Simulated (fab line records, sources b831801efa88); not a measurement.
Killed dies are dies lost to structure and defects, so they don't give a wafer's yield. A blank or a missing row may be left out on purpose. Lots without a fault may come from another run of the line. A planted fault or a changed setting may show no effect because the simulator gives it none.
One fault seen from 2 desks | flow sky130 | each desk has only its own numbers; what lay behind them comes last

THE METROLOGY DESK
What the gauges read, lot by lot, whatever tool the lot ran on: means of the sampled wafers that have a number. A lot is out of limits, marked OUT, if its mean lies more than 4 standard deviations from the usual mean; the brackets give that distance.
Columns: A = LDD_N_OVL at SKY_LDD_N_OVL_MEAS_07, usual 0.0 nm
lot  | first seen here | A
L140 | day 18 10:19    | -0.7
L145 | day 21 01:42    | -0.1
L146 | day 21 11:25    | 1.9
L150 | day 22 13:22    | 1.4
L153 | day 25 00:12    | -1.9
L154 | day 25 00:16    | 0.4
L160 | day 26 16:08    | 0.4
This desk's finding: nothing out of limits on any of the 7 lots.

THE TOOL OWNER'S DESK: implanter-04
The tool's own readings at SKY_LDD_N_IMPLANT_13: means of the sampled wafers that have a number, for each lot that ran on this tool. A lot is out of limits, marked OUT, if its mean lies more than 4 standard deviations from the usual mean; the brackets give that distance.
Columns: A = rotation_deg at SKY_LDD_N_IMPLANT_13, usual 90.002 degrees
lot  | first seen here | A
L145 | day 21 02:29    | 297.577 (+99 or more) OUT
L146 | day 21 12:13    | 297.573 (+99 or more) OUT
L150 | day 22 14:09    | 297.583 (+99 or more) OUT
L160 | day 26 16:58    | 89.986
This desk's finding: out of limits on L145, L146, L150; first on L145, day 21 02:29 (rotation_deg at SKY_LDD_N_IMPLANT_13). In limits: L160.

PUT TOGETHER
The tool owner's desk could have raised an alarm at day 21 02:29, on L145, L146, L150.
The metrology desk saw nothing out of limits.
The metrology desk has L145, L146, L150 on record, within its limits.
Of the lots named, all ran SKY_LDD_N_IMPLANT_13 on implanter-04.

WHAT THE SIMULATOR HAD PUT IN
Process parameter drift: implanter-04, from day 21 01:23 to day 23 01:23, at SKY_LDD_N_IMPLANT_13. Setting rotation_deg, moved by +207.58, from 90. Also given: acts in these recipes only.
Lots struck among those shown: L145, L146, L150.
Hours from the fault's start to each desk's first reading out of limits: the tool owner's desk, 1.
